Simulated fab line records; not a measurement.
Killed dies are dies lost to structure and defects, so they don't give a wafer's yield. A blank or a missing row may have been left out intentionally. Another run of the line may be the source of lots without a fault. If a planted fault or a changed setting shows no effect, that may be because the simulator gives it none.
Code-filled problem report in 8D (eight disciplines) form | flow sky130 | the parts of the form that need people (team, actions taken, sign-off) are left out

== 1. THE ISSUE ==
VIA1_HDPCVD_THK at SKY_VIA1_THK_MEAS_01 reads a mean of 864 nm on 9 wafers of 3 lots; wafers without a fault read 1025 nm with a standard deviation of 11. That puts it -15 standard deviations away from the usual mean.
Seen first at day 34 08:28 on film metro-03, wafer L987.2. The record holds 33 wafers of 11 lots with a number at this step. Rule for "out" (also "out of limits"): further than 4 standard deviations from the usual mean. The rest of the wafers with a number are treated as sound.

== 2. WHAT IT IS; WHAT IT IS NOT ==
question                    | is                           | is not
which readings at this step | VIA1_HDPCVD_THK              | -
which lots                  | L987, L990, L991             | L100, L101, L102, L105, L106, L983, L998, L999
which wafers of those lots  | all that have a number       | -
read on which gauges        | film metro-01, film metro-03 | film metro-02
when                        | from day 34 08:28            | up to then (3 sound wafers); but 21 sound wafers of L100, L101, L102, L105, L106, L998, L999 came after

== 3. WHAT RULES OUT EACH SUSPECT ==
Counting: any tool at a process step up to the reading is kept as a suspect provided that every lot that is out went through it and no sound lot did after the first of them.
- the gauge at SKY_VIA1_THK_MEAS_01: ruled out. Those wafers that are out were read across 2 gauges (film metro-01, film metro-03).
- pvd sputter-01 at SKY_METAL1_SPUTTER_04 (material TiN, target thk 70 nm, time 58.3 s): ruled out as a lasting fault. The sound lots L106 went through it after L987, its earliest lot that is out (day 33 04:32).
- hdpcvd-02 at SKY_VIA1_HDPCVD_00 (deposits SiO2, target thk 1030 nm, time 171.7 s): ruled out as a lasting fault. The sound lots L998, L100, L999, L102, L106 went through it after L987, its earliest lot that is out (day 34 08:21).
Left after counting: nothing in the record.

== 4. THE CAUSE (what the simulator had put in) ==
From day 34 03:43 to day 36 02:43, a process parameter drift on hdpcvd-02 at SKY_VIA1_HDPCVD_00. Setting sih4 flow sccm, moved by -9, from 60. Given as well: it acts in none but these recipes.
It was ruled out by counting, in error; the rule expects a fault to strike all lots run on its tool from its start on, and this fault did not.

== 5. THE CHAIN OF EFFECTS, in route order ==
Rows list readings where the struck wafers' mean (over those with a number) sits beyond 3 standard deviations from the usual. Only readings for which the record gives a usual standard deviation are gone through. hours: the time from each lot's start at the first step in this table that gives one to its start at this step, as a median over the lots. sigmas: the change in usual standard deviations.
hours | step                 | reading         | usual      | on struck wafers | change | sigmas
0     | SKY_VIA1_HDPCVD_00   | sih4 flow sccm  | 59.98 sccm | 51.02            | -8.96  | -53
0     | SKY_VIA1_THK_MEAS_01 | VIA1_HDPCVD_THK | 1025 nm    | 864              | -161   | -15
Its process steps:
- SKY_VIA1_HDPCVD_00: deposits SiO2, target thk 1030 nm, time 171.7 s.

== 6. WHAT WOULD HAVE CAUGHT IT SOONER ==
The first out-of-limits reading at a measuring or inspecting step in this record came at day 34 08:28, 5 hours after the fault's start at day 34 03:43.
The tool's own readings at SKY_VIA1_HDPCVD_00 were out on every struck wafer that the step has a row for (sih4 flow sccm): an alarm limit on them would have fired on the first of those.
